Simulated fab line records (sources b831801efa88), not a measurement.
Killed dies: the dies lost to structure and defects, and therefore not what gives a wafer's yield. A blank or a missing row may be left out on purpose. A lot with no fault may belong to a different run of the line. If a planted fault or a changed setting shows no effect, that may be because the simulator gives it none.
A struck lot beside a sound one || flow sky130 || 14 out of 708 route steps
Sound: wafers L749.1, L749.2, L749.6. Struck: wafers L756.3, L756.4, L756.5. The cause is named last.
For every step that has rows: the tool of each side, followed by ch and its chambers, followed by its first start. Under that, the readings that differ: sound wafers || struck wafers || difference of the means || sigmas: that difference in standard deviations of wafers without a fault.
alike: words and numbers the same on both sides, and readings whose means are apart by under 2 such deviations; not compared: readings that were withheld, readings missing a value for some wafer, numbers with overlapping values and no deviation given by the record, and bounds like >300 which may hide the same value.
Wherever a step has rows on one side only, a row that says differs or no value, or a row with sigmas, the two part there. Non-overlapping numbers with no deviation appear without sigmas and do not part them. A reading that every wafer of one side lacks parts them only if that side has two wafers or more.

SKY_NWELL_RS_MEAS_31: uses a four-point probe to measure.
  sound on filmMetro-02, day 7 05:34; struck on filmMetro-03, day 9 07:16
  alike: PWDE_RS
then, 7 steps without rows for these wafers: SKY_VT_ADJUST_HVTP_DEHYDRATE_00 (time 60 s); SKY_VT_ADJUST_HVTP_HMDS_01 (prime time 60 s); SKY_VT_ADJUST_HVTP_COAT_02 (resist thk 1140 nm); SKY_VT_ADJUST_HVTP_SOFTBAKE_03 (time 60 s); SKY_VT_ADJUST_HVTP_EXPOSE_04 (exposes mask HVTPM, target cd 380 nm); SKY_VT_ADJUST_HVTP_PEB_05; SKY_VT_ADJUST_HVTP_DEVELOP_06 (develop time 60 s).
SKY_VT_ADJUST_HVTP_CD_MEAS_07 targets a cd of 380 nm.
  sound on cdSem-01, day 8 01:51; struck on cdSem-02, day 10 04:46
  alike: cdNm
SKY_VT_ADJUST_HVTP_OVL_MEAS_08:
  sound on overlay-01, day 8 01:58; struck on overlay-02, day 10 04:51
  alike: VT_ADJUST_HVTP_OVL
next, for these wafers, 1 step has no rows: SKY_VT_ADJUST_HVTP_IMPLANT_09.
SKY_VT_ADJUST_HVTP_STRIP_10: strips in O2/N2.
  sound on plasmaAsher-04 ch 0,1, day 8 02:10; struck on plasmaAsher-02 ch 0,1, day 10 05:04
{"reading": "chamberPressureMTorr (mTorr)", "sound": "1499.5 1501.7 1501.3", "struck": "1797.6 1799.4 1800.3", "difference": "+298.3", "sigmas": "+99 or more"}
{"reading": "drypumpMotorCurrentA (A)", "sound": "6.00 5.90 5.88", "struck": "5.32 5.38 5.40", "difference": -0.56, "sigmas": -2}
{"reading": "oesProductAu (a.u.)", "sound": "0.717 0.721 0.720", "struck": "0.735 0.736 0.728", "difference": "+0.014", "sigmas": "+3"}
{"reading": "stripTimeToEndpointS (s)", "sound": "14.19 14.17 14.13", "struck": "13.56 13.60 13.54", "difference": -0.60, "sigmas": -17}
  not compared: rfHoursCounterH
SKY_VT_ADJUST_HVTP_TW_MEAS_11:
  sound on filmMetro-03, day 8 02:16; struck on filmMetro-03, day 10 05:09
{"reading": "VT_ADJUST_HVTP_TW", "sound": "1352 1353 1360", "struck": "1390 1383 1378", "difference": "+29", "sigmas": "+2"}
-- record jumps: 39 days separate the struck wafers' starts on either side; left off in module VT_ADJUST_HVTP, taken up again in module PAD_OPEN, whose first shown step is the route's number 708 --
SKY_PAD_OPEN_PROBE_99:
  sound on prober-01, day 47 20:22; struck on prober-01, day 49 12:10
{"reading": "killed_at_M4_up", "sound": "2 3 3", "struck": "6 9 5", "difference": "+4", "sigmas": "+2"}
  alike: killed_at_M0_to_M3, killedAtContacts, killedAtFrontEnd, killedAtOther, killedDies, killedOpen, killedShort

## WHERE THEY PART
Last at SKY_PAD_OPEN_PROBE_99 as far as this record goes, first at SKY_VT_ADJUST_HVTP_STRIP_10.

WHY: what had been put in by the simulator
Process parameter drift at SKY_VT_ADJUST_HVTP_STRIP_10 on plasmaAsher-02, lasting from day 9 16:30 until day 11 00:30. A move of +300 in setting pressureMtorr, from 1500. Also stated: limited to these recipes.
